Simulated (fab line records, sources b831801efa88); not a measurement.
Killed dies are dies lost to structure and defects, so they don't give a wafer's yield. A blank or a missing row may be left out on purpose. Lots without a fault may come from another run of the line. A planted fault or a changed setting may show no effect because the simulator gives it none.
fab line records | flow sfq_line
record lots=7 wafers=21 last_day=84
route steps=325 shown M1@69 I1@73
lots that met no fault: from a run of the same line without faults
start_h: hours from the record's first day to the start of the lot's first wafer shown | wait_h: hours since the lot's step before | " the same as in the row above | L1.1+2: a row that stands for several wafers | - no value, or no start given | * or withheld: withheld | < > ~ a bound
route shown NAME@n: a module of which the file shows steps, and the number in the route of the first | usual: mean/standard deviation of fault-free wafers | same: alike in all rows | chamber/n: place in a boat | sites: the reading at each site | _std_site: their standard deviation | _edge_site: outer sites' mean less inner sites' | radius_mm: how far each site lies from the wafer's centre | mask NAME#n: copy n | behind: the tool/chamber that last shaped the wafer | hold: why the lot was held/for how many hours/how that ended | device: the transistor (n, p or np) that didn't switch | end of line: the same wafers' tests at the end of the route | a step without rows: its recipe alone | killed: dies lost to structure and defects at the first sort, not the wafer's yield | map: a wafer's dies, x killed, . not, _ none there
set.NAME: the setting as run; set.NAME@STEP: as run at that earlier step | model.NAME: the simulator's own value behind a step, which no gauge read
lots at some steps of the route; a table a step, a row a wafer
services: from which hour (start_h, from the record's first day; less than 0 if before it) a tool's chamber was out of use, for how many hours, and why
## steps
# step SFQ_TRILAYER_M1_BARC_OPEN_METAL_ETCH_054
# recipe mask_material=PR chemistry=O2 target_depth_nm=125 target=BARC icp_w=600 bias_w=80 pressure_mtorr=10 time_s=41.7
# usual drypump_motor_current_A=5.5/0.43 oes_product_au=0.686/0.0047
# columns lot.wafer tool chamber start_h wait_h drypump_motor_current_A oes_product_au rf_hours_counter_h
L861.1 rie_metal-04 1 321.41 0.0 5.7 0.687 15
L861.3 " 1 " " 5.7 0.679 -
L861.6 " 0 " " 6.1 0.678 -
L862.1 rie_metal-04 1 327.41 0.0 5.6 0.689 16
L862.2 " 0 " " 6.1 0.683 51
L862.4 " 0 " " 6.1 0.681 -
L869.3 rie_metal-04 0 389.75 0.0 6.1 0.689 -
L869.4 " 1 " " 5.6 0.690 -
L869.5 " 0 " " 6.1 0.688 -
L870.3 rie_metal-03 1 403.10 0.0 5.3 0.691 -
L870.5 " 1 " " 5.3 0.685 -
L870.6 " 0 " " 5.5 0.678 -
L871.1 rie_metal-02 0 411.48 0.0 4.7 0.683 31
L871.2 " 1 " " 5.4 0.690 28
L871.5 " 0 " " 4.7 0.689 -
L872.2 rie_metal-04 0 417.03 0.0 6.1 0.691 66
L872.4 " 0 " " 6.1 0.688 -
L872.6 " 1 " " 5.7 0.688 -
L879.2 rie_metal-03 1 463.65 0.0 5.3 0.680 -
L879.3 " 1 " " 5.3 0.674 -
L879.6 " 1 " " 5.3 0.686 -
# step SFQ_TRILAYER_M1_ETCH_METAL_ETCH_042
# recipe target=Nb stop_on=SiO2 mask_material=PR chemistry=Cl2/Ar target_depth_nm=240 icp_w=600 bias_w=80 pressure_mtorr=10 time_s=120
# usual drypump_motor_current_A=5.5/0.43 oes_product_au=0.894/0.0078
# columns lot.wafer tool chamber start_h wait_h drypump_motor_current_A oes_product_au rf_hours_counter_h
L861.1 rie_metal-04 1 321.47 0.0 5.7 0.899 15
L861.3 " 1 " " 5.6 0.899 -
L861.6 " 0 " " 6.1 0.887 -
L862.1 rie_metal-04 1 327.47 0.0 5.6 0.896 16
L862.2 " 0 " " 6.1 0.891 51
L862.4 " 0 " " 6.1 0.899 -
L869.3 rie_metal-04 0 389.83 0.1 6.1 0.897 -
L869.4 " 1 " " 5.7 0.910 -
L869.5 " 0 " " 6.1 0.890 -
L870.3 rie_metal-03 1 403.18 0.1 5.3 0.893 -
L870.5 " 1 " " 5.3 0.892 -
L870.6 " 0 " " 5.5 0.889 -
L871.1 rie_metal-02 0 411.54 0.0 4.7 0.891 31
L871.2 " 1 " " 5.4 0.897 28
L871.5 " 0 " " 4.7 0.909 -
L872.2 rie_metal-04 0 417.09 0.0 6.1 0.896 66
L872.4 " 0 " " 6.1 0.894 -
L872.6 " 1 " " 5.7 0.905 -
L879.2 rie_metal-03 1 463.79 0.1 5.3 0.885 -
L879.3 " 1 " " 5.3 0.877 -
L879.6 " 1 " " 5.3 0.882 -
# step SFQ_TRILAYER_M1_STRIP_STRIP_043
# recipe gas=O2 power_w=200 platen_temp_c=40 overash_fraction=0.65 chemistry=O2 pressure_mtorr=50
# step SFQ_TRILAYER_M1_STRIP_SOLV_CLEAN_044
# recipe chemistry=NMP temp_c=70 time_s=600
# step SFQ_TRILAYER_I1_DEP_PECVD_045
# recipe material=SiO2 temp_c=150 time_s=111.11 pressure_torr=2.4 rf_w=183.3 precursor=SiH4/N2O target_thk_nm=500
# usual heater_power_w=99/22 showerhead_vpp_V=839/31 throttle_valve_pct=25.0/1.8
# columns lot.wafer tool chamber start_h wait_h heater_power_w showerhead_vpp_V throttle_valve_pct
L861.1 pecvd-02 1 322.37 0.0 122 861 25.2
L861.3 " 0 " " 121 856 24.4
L861.6 " 1 " " 126 875 25.3
L862.1 pecvd-02 1 328.37 0.0 110 862 25.0
L862.2 " 2 " " 102 867 24.6
L862.4 " 1 " " 115 866 25.3
L869.3 pecvd-01 0 390.69 0.0 70 800 23.6
L869.4 " 2 " " 91 794 22.1
L869.5 " 1 " " 84 807 22.3
L870.3 pecvd-01 0 404.04 0.0 62 803 23.6
L870.5 " 1 " " 83 785 22.5
L870.6 " 0 " " 65 809 23.7
L871.1 pecvd-03 2 412.44 0.0 70 804 28.9
L871.2 " 1 " " 76 864 26.0
L871.5 " 1 " " 78 876 26.1
L872.2 pecvd-03 0 417.99 0.0 115 844 26.4
L872.4 " 2 " " 65 801 29.3
L872.6 " 1 " " 81 862 26.1
L879.2 pecvd-01 0 465.37 0.0 69 806 23.9
L879.3 " 2 " " 93 802 22.5
L879.6 " 0 " " 56 805 23.9
# step SFQ_TRILAYER_I1_CMP_CMP_046
# recipe material=SiO2 down_force_psi=3 platen_rpm=60 pad_velocity_m_s=0.94248
# usual motor_current_A=10.5/0.94 time_to_endpoint_s=212/6.4
# columns lot.wafer tool chamber start_h wait_h motor_current_A time_to_endpoint_s
L861.3 cmp-02 3 335.92 13.5 10.2 199
L861.1 " 0 " " 10.7 203
L861.6 " 2 337.42 15.0 11.4 215
L862.4 cmp-02 1 340.87 12.4 10.7 209
L862.2 " 3 341.87 13.5 10.4 201
L862.1 " 0 " " 11.0 207
L869.4 cmp-01 1 391.08 0.3 9.4 222
L869.3 " 2 " " 8.0 210
L869.5 " 2 393.58 2.8 8.6 217
L870.3 cmp-02 3 405.12 1.0 10.0 208
L870.5 " 1 406.12 2.0 10.7 225
L870.6 " 2 " " 11.0 219
L871.2 cmp-02 0 412.52 0.0 10.6 216
L871.1 " 1 " " 10.6 212
L871.5 " 0 414.52 2.0 10.0 221
L872.4 cmp-01 2 418.57 0.5 8.9 215
L872.2 " 0 419.57 1.5 12.4 216
L872.6 " 2 420.57 2.5 8.7 206
L879.3 cmp-01 2 465.45 0.0 8.5 201
L879.2 " 3 " " 9.6 208
L879.6 " 3 467.95 2.5 10.1 217
# step SFQ_I1_BOW_MEAS_912
# recipe mode=bow
# usual I1_BOW=3/9.7
# columns lot.wafer tool chamber start_h wait_h I1_BOW[um]
L861.1 film_metro-02 - 338.42 1.5 -2
L861.3 " - " " -3
L861.6 " - " " -7
L862.1 film_metro-01 - 343.87 1.0 -10
L862.2 " - " " -17
L862.4 " - " " -12
L869.3 film_metro-01 - 394.12 2.0 16
L869.4 " - " " 15
L869.5 " - " " 7
L870.3 film_metro-02 - 407.16 1.5 15
L870.5 " - " " 9
L870.6 " - " " 27
L871.1 film_metro-02 - 415.52 2.0 2
L871.2 " - " " 1
L871.5 " - " " 5
L872.2 film_metro-02 - 421.09 1.0 -3
L872.4 " - " " 8
L872.6 " - " " 14
L879.2 film_metro-01 - 468.47 2.0 5
L879.3 " - " " 4
L879.6 " - " " 13
# step SFQ_TRILAYER_I1_METRO_MEASURE_047
# usual thk_nm=199.7/0.9
# columns lot.wafer tool chamber start_h wait_h thk_nm
L861.1 film_metro-02 - 338.54 0.1 198.7
L861.3 " - " " 199.9
L861.6 " - " " 200.9
L862.1 film_metro-01 - 343.99 0.1 200.2
L862.2 " - " " 198.2
L862.4 " - " " 199.8
L869.3 film_metro-01 - 394.60 0.5 199.0
L869.4 " - " " 199.1
L869.5 " - " " 199.2
L870.3 film_metro-02 - 407.64 0.5 200.2
L870.5 " - " " 199.2
L870.6 " - " " 200.4
L871.1 film_metro-02 - 415.64 0.1 200.7
L871.2 " - " " 200.7
L871.5 " - " " 201.6
L872.2 film_metro-02 - 421.39 0.3 199.2
L872.4 " - " " 198.0
L872.6 " - " " 198.7
L879.2 film_metro-01 - 468.77 0.3 199.9
L879.3 " - " " 198.7
L879.6 " - " " 199.7
# step SFQ_TRILAYER_I1_VIA_LITHO_COAT_054
# recipe resist=BARC spin_rpm=3000 resist_thk_nm=62
# step SFQ_TRILAYER_I1_VIA_LITHO_COAT_049
# recipe resist=KrF spin_rpm=3000 resist_thk_nm=650
# step SFQ_TRILAYER_I1_VIA_LITHO_SOFTBAKE_053
# recipe temp_c=withheld time_s=withheld resist=KrF
# step SFQ_TRILAYER_I1_VIA_LITHO_EXPOSE_050
# recipe mask_id=I1 na=0.6 source_shape=conventional sigma_outer=0.65 target_cd_nm=500 dose_mj=21.3
# step SFQ_TRILAYER_I1_VIA_LITHO_PEB_052
# recipe peb_temp_c=115 peb_time_s=60 resist=KrF
# usual chill_plate_temp_C=23.01/0.11 exhaust_pa=45.0/0.82
# columns lot.wafer tool chamber start_h wait_h chill_plate_temp_C exhaust_pa
L861.1 litho_track-04 0 402.75 1.0 23.11 45.1
L861.3 " 0 " " 23.10 45.4
L861.6 " 0 " " 23.13 44.3
L862.1 litho_track-01 0 413.13 1.0 22.83 43.8
L862.2 " 0 " " 23.04 44.4
L862.4 " 0 " " 22.75 45.3
L869.3 litho_track-04 - 526.98 0.7 - -
L869.4 " - " " - -
L869.5 " - " " - -
L870.3 litho_track-01 - 537.78 0.7 - -
L870.5 " - " " - -
L870.6 " - " " - -
L871.1 litho_track-04 - 547.33 1.0 - -
L871.2 " - " " - -
L871.5 " - " " - -
L872.2 litho_track-02 0 550.96 0.8 23.08 45.4
L872.4 " 0 " " 23.01 44.8
L872.6 " 0 " " 22.92 44.5
L879.2 litho_track-04 0 598.20 0.8 22.95 45.1
L879.3 " 0 " " 22.91 45.4
L879.6 " 0 " " 22.83 46.6
# step SFQ_TRILAYER_I1_VIA_LITHO_DEVELOP_051
# recipe time_s=60 resist=KrF
## services
# columns tool chamber start_h hours kind
film_metro-01 - 313.01 3.2 pm
cmp-01 - 313.74 4.2 pm
rie_metal-03 - 324.33 2.8 pm
rie_metal-04 - 357.87 6.5 repair
rie_metal-03 0 359.94 11.6 repair
cmp-02 - 360.39 0.5 repair
film_metro-02 - 361.81 0.5 pm
cmp-02 - 397.33 1.0 repair
cmp-02 - 422.86 0.8 repair
cmp-02 - 423.18 3.5 repair
film_metro-02 - 426.06 1.2 pm
cmp-02 - 435.12 0.4 repair
cmp-02 - 436.95 0.7 repair
film_metro-02 - 477.56 1.3 pm
cmp-02 - 501.13 0.7 repair
cmp-02 - 551.21 5.9 pm
rie_metal-04 - 552.34 2.8 pm
rie_metal-03 1 554.65 3.9 repair
film_metro-02 - 555.03 7.0 pm
cmp-02 - 558.79 0.5 repair
cmp-02 - 564.76 2.0 repair
cmp-02 - 572.76 4.0 pm
cmp-02 - 583.51 0.5 repair
film_metro-02 - 586.60 1.4 pm
## key
first_sign step=SFQ_TRILAYER_I1_VIA_LITHO_PEB_052 reading=tool_record direction=missing
effect none on later readings
met_at SFQ_TRILAYER_I1_VIA_LITHO_PEB_052
struck_wafers L869.3,L869.4,L869.5,L870.3,L870.5,L870.6,L871.1,L871.2,L871.5
onset_between 413.13 526.98
fault kind=skipped_step_whole tool=litho_track-01,litho_track-04 chamber=- onset_h=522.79 steps=SFQ_TRILAYER_I1_VIA_LITHO_PEB_052 scope=struck_lots_only
